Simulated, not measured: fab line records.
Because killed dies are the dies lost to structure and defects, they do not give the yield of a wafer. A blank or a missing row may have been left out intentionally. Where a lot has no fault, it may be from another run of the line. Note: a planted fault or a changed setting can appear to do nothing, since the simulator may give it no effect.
fab line records    flow sky130
record lots=6  wafers=18  last_day=50
route steps=708 shown SD_N@344 PAD_OPEN@708
lots that met no fault: taken from a fault-free run of the same line
start_h: hours from the record's opening day to when the first of the lot's shown wafers began    wait_h: how many hours have passed since the lot's step before this one    " unchanged from the row above    L1.1+2: a row that stands for several wafers    - either no value or no given start    * or withheld: withheld    < > ~ a bound
route shown NAME@n: a module of which the file shows steps, and the number in the route of the first    usual: the fault-free wafers' mean and standard deviation    same: alike in all rows    chamber/n: place in a boat    sites: the reading at each site    _std_site: the values' standard deviation    _edge_site: outer sites' mean less inner sites'    radius_mm: how far each site lies from the wafer's centre    mask NAME#n: copy n    behind: tool/chamber where the wafer was last shaped    hold: why the lot was held/for how many hours/how that ended    device: which transistor (n, p or np) failed to switch    end of line: the same wafers' tests at the end of the route    step lacking rows: just its recipe    killed: not the wafer's yield, but the dies lost to structure and defects at the first sort    map: dies across one wafer; x = killed, . = not, _ = none there
set.NAME: the setting as run; set.NAME@STEP: as run at that earlier step    model.NAME: the simulator's own value behind a step, which no gauge read
lots at selected steps of the route; one table per step, one row per wafer
services: from which hour (start_h, from the record's first day; less than 0 if before it) a tool's chamber was out of use, for how many hours, and why
## steps
# step SKY_SD_N_COAT_02
# recipe resist=NOVOLAK  spin_rpm=3000  resist_thk_nm=1140
# step SKY_SD_N_SOFTBAKE_03
# recipe temp_c=90  time_s=60  resist=NOVOLAK
# step SKY_SD_N_EXPOSE_04
# recipe mask_id=NSDM  na=0.6  source_shape=conventional  sigma_outer=0.6  polarization=unpolarized  target_cd_nm=380  dose_mj=141
# step SKY_SD_N_PEB_05
# recipe temp_c=withheld  time_s=*  resist=NOVOLAK
# step SKY_SD_N_DEVELOP_06
# recipe resist=NOVOLAK  developer=TMAH  develop_time_s=60  dev_temp_c=23
# step SKY_SD_N_CD_MEAS_07
# recipe target_cd_nm=380
# usual cd_nm=380.3/2.7
lot.wafer  tool       chamber  start_h  wait_h  cd_nm
L565.2     cd_sem-02  -        660.34   0.1     382.5
L565.3     "          -        "        "       381.5
L565.5     "          -        "        "       382.4
L563.2     cd_sem-01  -        661.72   0.1     378.5
L563.3     "          -        "        "       378.5
L563.4     "          -        "        "       377.5
L574.3     cd_sem-01  -        750.66   0.1     378.2
L574.5     "          -        "        "       377.0
L574.6     "          -        "        "       377.3
L576.2     cd_sem-01  -        756.19   0.1     375.2
L576.4     "          -        "        "       377.3
L576.6     "          -        "        "       375.9
L579.1     cd_sem-01  -        777.05   0.1     382.3
L579.4     "          -        "        "       382.4
L579.5     "          -        "        "       382.0
L583.1     cd_sem-01  -        806.50   0.1     377.5
L583.2     "          -        "        "       380.0
L583.5     "          -        "        "       379.8
# step SKY_SD_N_OVL_MEAS_08
# usual SD_N_OVL=0.9/2.1
lot.wafer  tool        chamber  start_h  wait_h  SD_N_OVL[nm]
L565.2     overlay-01  -        660.44   0.1     -1.5
L565.3     "           -        "        "       -1.4
L565.5     "           -        "        "       -2.4
L563.2     overlay-02  -        661.83   0.1     2.9
L563.3     "           -        "        "       2.8
L563.4     "           -        "        "       2.4
L574.3     overlay-02  -        750.75   0.1     3.7
L574.5     "           -        "        "       4.8
L574.6     "           -        "        "       3.8
L576.2     overlay-02  -        756.29   0.1     2.9
L576.4     "           -        "        "       2.5
L576.6     "           -        "        "       3.7
L579.1     overlay-02  -        777.17   0.1     0.8
L579.4     "           -        "        "       -0.4
L579.5     "           -        "        "       1.5
L583.1     overlay-01  -        806.62   0.1     1.0
L583.2     "           -        "        "       1.9
L583.5     "           -        "        "       3.7
# step SKY_SD_N_IMPLANT_09
# recipe species=As  energy_kev=50  dose_cm2=4e+15  tilt_deg=0
# step SKY_SD_N_IMPLANT_10
# recipe species=P  energy_kev=20  dose_cm2=1e+14  tilt_deg=0
# step SKY_SD_N_STRIP_11
# recipe chemistry=O2/N2  power_w=1400  pressure_mtorr=1500  platen_temp_c=withheld  o2_flow_sccm=3000  n2_flow_sccm=300  overash_fraction=0.5
# usual drypump_motor_current_A=5.5/0.51  oes_product_au=0.528/0.0043  strip_time_to_endpoint_s=22.55/0.039
lot.wafer  tool             chamber  start_h  wait_h  drypump_motor_current_A  oes_product_au  rf_hours_counter_h  strip_time_to_endpoint_s
L565.2     plasma_asher-02  0        660.77   0.1     5.3                      0.523           54                  22.51
L565.3     "                0        "        "       5.3                      0.534           -                   22.53
L565.5     "                1        "        "       5.4                      0.525           -                   22.53
L563.2     plasma_asher-02  0        662.16   0.1     5.3                      0.528           54                  22.52
L563.3     "                1        "        "       5.4                      0.528           -                   22.60
L563.4     "                0        "        "       5.3                      0.523           -                   22.58
L574.3     plasma_asher-01  0        751.11   0.1     4.8                      0.522           -                   22.53
L574.5     "                1        "        "       6.2                      0.524           -                   22.53
L574.6     "                0        "        "       4.8                      0.529           -                   22.56
L576.2     plasma_asher-01  0        756.62   0.1     4.8                      0.516           2                   22.62
L576.4     "                1        "        "       6.2                      0.535           -                   22.57
L576.6     "                1        "        "       6.2                      0.532           -                   22.55
L579.1     plasma_asher-01  0        777.51   0.1     4.9                      0.528           3                   22.50
L579.4     "                1        "        "       6.2                      0.527           -                   22.55
L579.5     "                0        "        "       4.8                      0.528           -                   22.53
L583.1     plasma_asher-01  1        806.96   0.1     6.3                      0.525           6                   22.58
L583.2     "                0        "        "       4.8                      0.531           6                   22.56
L583.5     "                1        "        "       6.2                      0.527           -                   22.52
# step SKY_SD_N_TW_MEAS_12
# usual SD_N_TW=4032/40
lot.wafer  tool           chamber  start_h  wait_h  SD_N_TW
L565.2     film_metro-03  -        660.88   0.1     4063
L565.3     "              -        "        "       4068
L565.5     "              -        "        "       4048
L563.2     film_metro-03  -        662.27   0.1     4092
L563.3     "              -        "        "       4092
L563.4     "              -        "        "       4114
L574.3     film_metro-04  -        751.19   0.1     3999
L574.5     "              -        "        "       3978
L574.6     "              -        "        "       3976
L576.2     film_metro-03  -        756.73   0.1     4053
L576.4     "              -        "        "       4082
L576.6     "              -        "        "       4061
L579.1     film_metro-03  -        777.61   0.1     4053
L579.4     "              -        "        "       4063
L579.5     "              -        "        "       4049
L583.1     film_metro-02  -        807.06   0.1     4025
L583.2     "              -        "        "       3996
L583.5     "              -        "        "       3999
# step SKY_SD_N_CLEAN_13
# recipe chemistry=SC1/SC2  mix=1:4:20  temp_c=70  time_s=150  dry=n2_spin
# step SKY_SD_N_RTA_14
# recipe temp_c=1075  time_s=2  idle_temp_c=650  ramp_up_c_per_s=150  ramp_down_c_per_s=90  ambient=N2
# usual chamber_o2_ppm=1.998/0.02  lamp_power_pct=15.73/0.055  ramp_down_c_per_s=90.000/0.016  wafer_temp_C_max=1078.0/1.2
lot.wafer  tool           chamber  start_h  wait_h  chamber_o2_ppm  lamp_power_pct  ramp_down_c_per_s  wafer_temp_C_max
L565.2     rtp_anneal-02  0        660.99   0.0     1.995           15.68           89.990             1079.2
L565.3     "              0        "        "       1.963           15.75           89.992             1078.1
L565.5     "              0        "        "       1.992           15.74           89.991             1077.5
L563.2     rtp_anneal-02  0        662.38   0.0     1.985           15.75           89.992             1077.7
L563.3     "              0        "        "       1.998           15.76           89.990             1076.4
L563.4     "              0        "        "       2.005           15.83           89.989             1079.4
L574.3     rtp_anneal-02  0        751.30   0.0     2.023           15.75           36.007             1078.0
L574.5     "              0        "        "       2.010           15.66           35.983             1077.6
L574.6     "              0        "        "       2.008           15.74           35.992             1078.4
L576.2     rtp_anneal-02  0        756.85   0.0     2.031           15.70           36.013             1078.5
L576.4     "              0        "        "       2.020           15.63           36.002             1078.9
L576.6     "              0        "        "       2.007           15.76           35.994             1077.1
L579.1     rtp_anneal-01  0        777.72   0.0     2.001           15.80           90.010             1077.4
L579.4     "              0        "        "       2.033           15.73           89.991             1076.5
L579.5     "              0        "        "       1.988           15.88           89.999             1077.6
L583.1     rtp_anneal-01  0        807.17   0.0     1.993           15.73           90.006             1076.6
L583.2     "              0        "        "       2.022           15.73           89.985             1078.0
L583.5     "              0        "        "       2.013           15.80           90.019             1077.5
# step SKY_PAD_OPEN_PROBE_99
# usual killed_at_M0_to_M3=43/7  killed_at_M4_up=3.5/1.9  killed_at_contacts=24/5.3  killed_at_front_end=15/4.4  killed_at_other=0.3/0.69  killed_dies=87/9.7  killed_open=48/7  killed_short=39/6.4
# same gross_dies=492  killed_at_back_side=0
lot.wafer  tool       chamber  start_h  wait_h  killed_at_M0_to_M3  killed_at_M4_up  killed_at_contacts  killed_at_front_end  killed_at_other  killed_dies  killed_open  killed_short  model.etest.res_xhigh_po.line_ohm_um  model.etest.res_xhigh_po.rs_ohm_sq  model.etest.res_pdiff.line_ohm_um  model.etest.res_high_po.line_ohm_um  model.etest.licon_pdiff.rc_ohm  model.etest.licon_high_po.rc_ohm  model.etest.res_high_po.rs_ohm_sq  model.etest.res_pdiff.rs_ohm_sq
L565.2     prober-01  -        1082.67  0.1     45                  3                36                  12                   1                97           60           36            5505                                  1945                                1404                               724.2                                559.6                           339.1                             254.6                              197.6
L565.3     prober-01  -        1082.72  0.2     46                  5                26                  14                   0                91           44           47            5563                                  1963                                1426                               736.3                                602.1                           355.1                             258.1                              198.2
L565.5     prober-01  -        1082.82  0.2     40                  2                21                  17                   3                83           43           37            5897                                  2052                                1375                               758.6                                582.8                           364.2                             264.9                              197.6
L563.2     prober-02  -        1084.59  0.1     40                  2                24                  19                   0                85           41           41            5413                                  1906                                1367                               730.3                                550.1                           358.9                             256.4                              197.9
L563.3     prober-02  -        1084.64  0.2     51                  5                26                  7                    0                89           45           44            5779                                  1979                                1386                               750.6                                568                             333.4                             260.7                              194.9
L563.4     prober-02  -        1084.69  0.2     42                  5                32                  16                   0                95           60           34            5648                                  2009                                1392                               753.6                                586.6                           340.7                             262.9                              196.6
L574.3     prober-02  -        1152.85  0.2     45                  3                21                  22                   0                91           51           40            5042                                  1754                                1316                               713.3                                670.2                           329.6                             243.8                              194.3
L574.5     prober-02  -        1152.95  0.2     46                  0                38                  17                   1                102          55           45            5208                                  1837                                1309                               716.6                                607.9                           327.8                             249.4                              193.2
L574.6     prober-02  -        1153.00  0.2     46                  2                21                  13                   0                82           41           41            5117                                  1805                                1326                               714.8                                617.5                           320.9                             248.6                              192.2
L576.2     prober-02  -        1157.77  0.1     54                  3                23                  10                   0                90           54           36            5059                                  1774                                1329                               689.7                                568                             299.9                             243.7                              187.1
L576.4     prober-02  -        1157.87  0.2     35                  6                16                  21                   0                78           39           39            5204                                  1862                                1312                               703.7                                604.9                           324.7                             252.4                              186.7
L576.6     prober-02  -        1157.97  0.2     52                  5                24                  25                   0                106          53           52            5335                                  1848                                1320                               715.9                                586.4                           310.4                             247                                187.5
L579.1     prober-02  -        1168.87  0.1     49                  2                23                  15                   0                89           42           46            5665                                  1980                                1392                               721.8                                588.4                           331.5                             257                                197.2
L579.4     prober-02  -        1169.02  0.2     45                  3                25                  16                   1                90           46           43            5702                                  2010                                1350                               732.6                                577                             346.8                             257.8                              197.8
L579.5     prober-02  -        1169.07  0.2     49                  3                17                  14                   0                83           37           46            5643                                  2005                                1353                               733.8                                555.9                           342.2                             257.5                              198.4
L583.1     prober-02  -        1189.73  0.1     36                  3                30                  16                   1                86           49           37            5827                                  1991                                1405                               763.8                                569.3                           350.5                             260                                196.4
L583.2     prober-02  -        1189.78  0.1     37                  1                19                  22                   0                79           47           32            5674                                  1994                                1399                               750.2                                588                             367.7                             259.5                              195.5
L583.5     prober-02  -        1189.93  0.2     37                  3                25                  20                   0                85           53           32            5526                                  1933                                1386                               722.6                                541.4                           343.9                             256.4                              193.8
# killed by level:class
L565.2 VIA1:geometric_particle:open=18 LI_CONTACT:geometric_particle:open=13 CONTACT:geometric_particle:open=12 CONTACT:geometric_particle:short=5 POLY_GATE:geometric_particle:short=5 VIA1:geometric_particle:short=5 LOCAL_INTERCONNECT:geometric_particle:short=4 METAL1:geometric_particle:short=4
L565.3 CONTACT:geometric_particle:open=12 METAL1:geometric_particle:short=9 VIA1:geometric_particle:open=6 METAL2:geometric_particle:short=6 LI_CONTACT:geometric_particle:open=5 VIA3:geometric_particle:open=5 CONTACT:geometric_particle:short=4 VIA1:geometric_particle:short=4
L565.5 VIA1:geometric_particle:short=8 VIA3:geometric_particle:open=8 LI_CONTACT:geometric_particle:open=7 CONTACT:geometric_particle:open=7 VIA2:geometric_particle:open=7 FIELD_ISO:geometric_particle:short=6 FIELD_ISO:geometric_particle:open=4 VIA1:geometric_particle:open=4
L563.2 LI_CONTACT:geometric_particle:open=7 CONTACT:geometric_particle:open=7 VIA1:geometric_particle:open=7 METAL2:geometric_particle:short=7 CONTACT:geometric_particle:short=5 VIA1:geometric_particle:short=5 METAL3:geometric_particle:short=5 VIA3:geometric_particle:open=5
L563.3 VIA1:geometric_particle:open=9 CONTACT:geometric_particle:open=8 VIA1:geometric_particle:short=8 LI_CONTACT:geometric_particle:open=7 METAL2:geometric_particle:short=6 VIA3:geometric_particle:open=6 CONTACT:geometric_particle:short=5 METAL1:geometric_particle:short=4
L563.4 CONTACT:geometric_particle:open=14 VIA1:geometric_particle:open=12 VIA2:geometric_particle:open=9 LI_CONTACT:geometric_particle:open=8 CONTACT:geometric_particle:short=6 VIA3:geometric_particle:open=6 FIELD_ISO:geometric_particle:open=4 VIA1:geometric_particle:short=4
L574.3 VIA1:geometric_particle:open=12 CONTACT:geometric_particle:open=11 VIA1:geometric_particle:short=8 FIELD_ISO:geometric_particle:short=6 FIELD_ISO:geometric_particle:open=5 SPACER:geometric_particle:open=5 VIA2:geometric_particle:open=5 LI_CONTACT:geometric_particle:open=4
L574.5 CONTACT:geometric_particle:open=17 VIA1:geometric_particle:open=10 LI_CONTACT:geometric_particle:open=7 FIELD_ISO:geometric_particle:open=6 METAL1:geometric_particle:short=6 METAL2:geometric_particle:short=6 FIELD_ISO:geometric_particle:short=4 LI_CONTACT:geometric_particle:short=4
L574.6 LI_CONTACT:geometric_particle:open=8 VIA1:geometric_particle:open=8 CONTACT:geometric_particle:short=7 METAL1:geometric_particle:short=6 VIA2:geometric_particle:open=6 VIA3:geometric_particle:open=6 VIA1:geometric_particle:short=5 METAL2:geometric_particle:short=4
L576.2 VIA1:geometric_particle:open=16 VIA2:geometric_particle:open=9 CONTACT:geometric_particle:open=8 VIA3:geometric_particle:open=8 LI_CONTACT:geometric_particle:open=6 LI_CONTACT:geometric_particle:short=5 METAL1:geometric_particle:short=5 VIA1:geometric_particle:short=4
L576.4 VIA1:geometric_particle:open=9 FIELD_ISO:geometric_particle:short=8 CONTACT:geometric_particle:open=8 VIA1:geometric_particle:short=5 VIA3:geometric_particle:open=5 METAL4:geometric_particle:short=5 FIELD_ISO:geometric_particle:open=4 LI_CONTACT:geometric_particle:short=4
L576.6 VIA1:geometric_particle:open=13 CONTACT:geometric_particle:open=9 VIA1:geometric_particle:short=9 FIELD_ISO:geometric_particle:short=8 LI_CONTACT:geometric_particle:open=7 VIA2:geometric_particle:open=7 FIELD_ISO:geometric_particle:open=6 POLY_GATE:geometric_particle:short=6
L579.1 VIA1:geometric_particle:open=11 METAL2:geometric_particle:short=8 CONTACT:geometric_particle:open=8 LOCAL_INTERCONNECT:geometric_particle:short=7 VIA2:geometric_particle:open=7 POLY_GATE:geometric_particle:short=6 VIA1:geometric_particle:short=5 VIA3:geometric_particle:short=5
L579.4 CONTACT:geometric_particle:open=13 VIA3:geometric_particle:open=9 VIA1:geometric_particle:open=9 METAL1:geometric_particle:short=9 CONTACT:geometric_particle:short=6 FIELD_ISO:geometric_particle:short=5 METAL2:geometric_particle:short=5 FIELD_ISO:geometric_particle:open=4
L579.5 VIA1:geometric_particle:open=10 VIA1:geometric_particle:short=9 CONTACT:geometric_particle:open=6 METAL2:geometric_particle:short=6 VIA3:geometric_particle:open=5 FIELD_ISO:geometric_particle:open=4 POLY_GATE:geometric_particle:short=4 CONTACT:geometric_particle:short=4
L583.1 LI_CONTACT:geometric_particle:open=11 VIA1:geometric_particle:open=10 FIELD_ISO:geometric_particle:open=6 CONTACT:geometric_particle:short=6 CONTACT:geometric_particle:open=5 VIA2:geometric_particle:open=5 VIA2:geometric_particle:short=5 POLY_GATE:geometric_particle:short=4
L583.2 LI_CONTACT:geometric_particle:open=9 VIA1:geometric_particle:open=8 VIA3:geometric_particle:open=6 FIELD_ISO:geometric_particle:open=5 FIELD_ISO:geometric_particle:short=5 CONTACT:geometric_particle:open=5 VIA1:geometric_particle:short=4 VIA2:geometric_particle:short=4
L583.5 FIELD_ISO:geometric_particle:open=10 VIA1:geometric_particle:open=9 LI_CONTACT:geometric_particle:open=9 VIA2:geometric_particle:open=8 CONTACT:geometric_particle:open=7 FIELD_ISO:geometric_particle:short=5 LOCAL_INTERCONNECT:geometric_particle:short=5 VIA3:geometric_particle:open=4
## services
tool             chamber  start_h  hours  kind
plasma_asher-01  -        638.17   2.9    repair
plasma_asher-01  -        733.75   9.0    pm
plasma_asher-01  0        733.75   9.0    vent_cycle
plasma_asher-01  1        733.75   9.0    vent_cycle
plasma_asher-01  0        742.75   -      clean
plasma_asher-01  1        742.75   -      clean
plasma_asher-02  -        742.75   2.8    pm
## key
first_sign step=SKY_SD_N_RTA_14  reading=ramp_down_c_per_s  direction=down  sigmas=99+  usual=90.000  struck=35.998
effect none on later readings
model_effect step=SKY_PAD_OPEN_PROBE_99  value=etest.res_xhigh_po.line_ohm_um  without=5690  struck=5161
met_at SKY_SD_N_RTA_14
struck_wafers L574.3,L574.5,L574.6,L576.2,L576.4,L576.6
tester_left_out L574,L576
onset_between 662.38 751.30
fault kind=process_parameter_drift  tool=rtp_anneal-02  chamber=-  onset_h=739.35  steps=SKY_SD_N_RTA_14  channel=ramp_down_c_per_s  offset=-54  shape=step  end_h=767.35  acts_in=these_recipes_only  stated=90
# tester_left_out: of these lots the tester's yield and bins aren't shown, on N5 and GAA mostly nor the transistor test; their killed dies are dies lost to structure and defects alone, not to doping, threshold or leakage, so they don't give the yield
